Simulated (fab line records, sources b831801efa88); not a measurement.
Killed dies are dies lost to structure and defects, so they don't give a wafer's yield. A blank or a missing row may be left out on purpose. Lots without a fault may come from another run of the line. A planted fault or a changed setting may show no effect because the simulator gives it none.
Split-lot experiment | flow sfq_line | 5 lots, 23 wafers read, on a route of 325 steps

THE SPLIT
At SFQ_TRILAYER_M2_LITHO_COAT_057 (resist thk 600 nm), the setting resist_thk_nm was moved away from the recipe's 600 nm on 5 of the 23 wafers read, by -4.4% to -1.9%. The other wafers ran this setting at the recipe's value.

FROM THE SPLIT TO THE READING: what the file shows between them, 3 steps
- SFQ_TRILAYER_M2_LITHO_SOFTBAKE_061
- SFQ_TRILAYER_M2_LITHO_EXPOSE_058: exposes mask M2, target cd 500 nm
- SFQ_TRILAYER_M2_LITHO_DEVELOP_059: time 60 s

THE READING
KrF_of_TRILAYER_M2_LITHO_COAT_057.thk_nm (the simulator's own value, which no gauge read), in nm, at SFQ_TRILAYER_M2_BARC_OPEN_METAL_ETCH_077 (etches BARC in O2, target depth 125 nm, time 41.7 s). The file gives no usual value for it. The 18 wafers here that ran the recipe average 523.6 nm, standard deviation 1.7 nm.

wafer  | tool, chamber at the split | resist_thk_nm as run, nm | against the recipe | KrF_of_TRILAYER_M2_LITHO_COAT_057.thk_nm, nm | against lot-mates on the recipe
L076.1 | litho_track-01, 0          | 600                      | recipe             | 521                                          | -
L076.2 | litho_track-01, 0          | 588.7                    | -1.9%              | 509.7                                        | -10.7
L076.3 | litho_track-01, 0          | 600                      | recipe             | 520.8                                        | -
L076.5 | litho_track-01, 0          | 600                      | recipe             | 519.5                                        | -
L076.6 | litho_track-01, 0          | 588.7                    | -1.9%              | 510.8                                        | -9.6
L077.1 | litho_track-02, 0          | 600                      | recipe             | 525.4                                        | -
L077.3 | litho_track-02, 0          | 600                      | recipe             | 524.6                                        | -
L077.4 | litho_track-02, 0          | 600                      | recipe             | 524.9                                        | -
L077.5 | litho_track-02, 0          | 600                      | recipe             | 524.1                                        | -
L077.6 | litho_track-02, 0          | 600                      | recipe             | 524.8                                        | -
L079.1 | litho_track-02, 0          | 600                      | recipe             | 522.3                                        | -
L079.3 | litho_track-02, 0          | 600                      | recipe             | 523.1                                        | -
L079.4 | litho_track-02, 0          | 600                      | recipe             | 524.7                                        | -
L079.5 | litho_track-02, 0          | 600                      | recipe             | 523.1                                        | -
L079.6 | litho_track-02, 0          | 600                      | recipe             | 522.6                                        | -
L081.1 | litho_track-02, 0          | 600                      | recipe             | 523.7                                        | -
L081.3 | litho_track-02, 0          | 600                      | recipe             | 523.9                                        | -
L081.4 | litho_track-02, 0          | 600                      | recipe             | 524.6                                        | -
L083.1 | litho_track-04, 0          | 573.8                    | -4.4%              | 499.3                                        | -26.3
L083.2 | litho_track-04, 0          | 600                      | recipe             | 525.1                                        | -
L083.3 | litho_track-04, 0          | 573.8                    | -4.4%              | 498.2                                        | -27.4
L083.4 | litho_track-04, 0          | 600                      | recipe             | 526.1                                        | -
L083.6 | litho_track-04, 0          | 573.8                    | -4.4%              | 499.7                                        | -25.9

THE FIT
A straight line over all 23 wafers: KrF_of_TRILAYER_M2_LITHO_COAT_057.thk_nm changes by +5.73 nm for each +1% of resist_thk_nm; r = +0.98; the points scatter about the line by 1.8 nm.
The same after taking each lot's own level away (the mean of its wafers on the recipe; 23 wafers): +6.02 nm for each +1%; r = +1.00; scatter 0.73 nm.
On that fit, the largest move of resist_thk_nm shifts the reading by 26 nm.
The lots' own levels span 520.43 to 525.60 nm, that is 3.0 times the standard deviation above.
So the lot-to-lot level changes the slope little: the two slopes agree.
Check: with one of the wafers moved furthest among these (-4.4%) left out of the fit, the line predicts -26.2 nm for it against its lot-mates. It came out at -26.3 nm against them.

OTHER SPLITS ON THESE WAFERS
These wafers also went through other splits before the reading. Each is held against what the fit with the lots' levels taken away leaves over:
other split on the same wafers                    | wafers away from the commonest value | r with KrF_of_TRILAYER_M2_LITHO_COAT_057.thk_nm (lot level and that fit taken away)
SFQ_TRILAYER_M1_LITHO_COAT_039 resist_thk_nm      | 7                                    | -0.02
SFQ_TRILAYER_I1_CMP_CMP_046 leave_above_ref_nm    | 9                                    | -0.03
SFQ_TRILAYER_I1_VIA_LITHO_COAT_049 resist_thk_nm  | 5                                    | +0.46
SFQ_TRILAYER_I1_VIA_BARC_OPEN_VIA_ETCH_071 time_s | 6                                    | +0.10
SFQ_TRILAYER_M2_LITHO_COAT_062 resist_thk_nm      | 11                                   | -0.15

THE WHOLE CHAIN: every reading that the file lists as answering this split, in the file's order
step                                     | what it does                                        | reading                                                                                   | change (the file's fit)              | r (the file's)
SFQ_TRILAYER_M2_LITHO_COAT_057           | resist thk 600 nm                                   | KrF_of_TRILAYER_M2_LITHO_COAT_057.thk_nm (the simulator's own value, which no gauge read) | +5.9 nm for each +1% of the setting  | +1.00
SFQ_TRILAYER_M2_BARC_OPEN_METAL_ETCH_077 | etches BARC in O2, target depth 125 nm, time 41.7 s | KrF_of_TRILAYER_M2_LITHO_COAT_057.thk_nm (the simulator's own value, which no gauge read) | +5.97 nm for each +1% of the setting | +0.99

THE FILE'S OWN FIT
KrF_of_TRILAYER_M2_LITHO_COAT_057.thk_nm changes by +5.97 nm for each +1% of resist_thk_nm, r = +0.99.
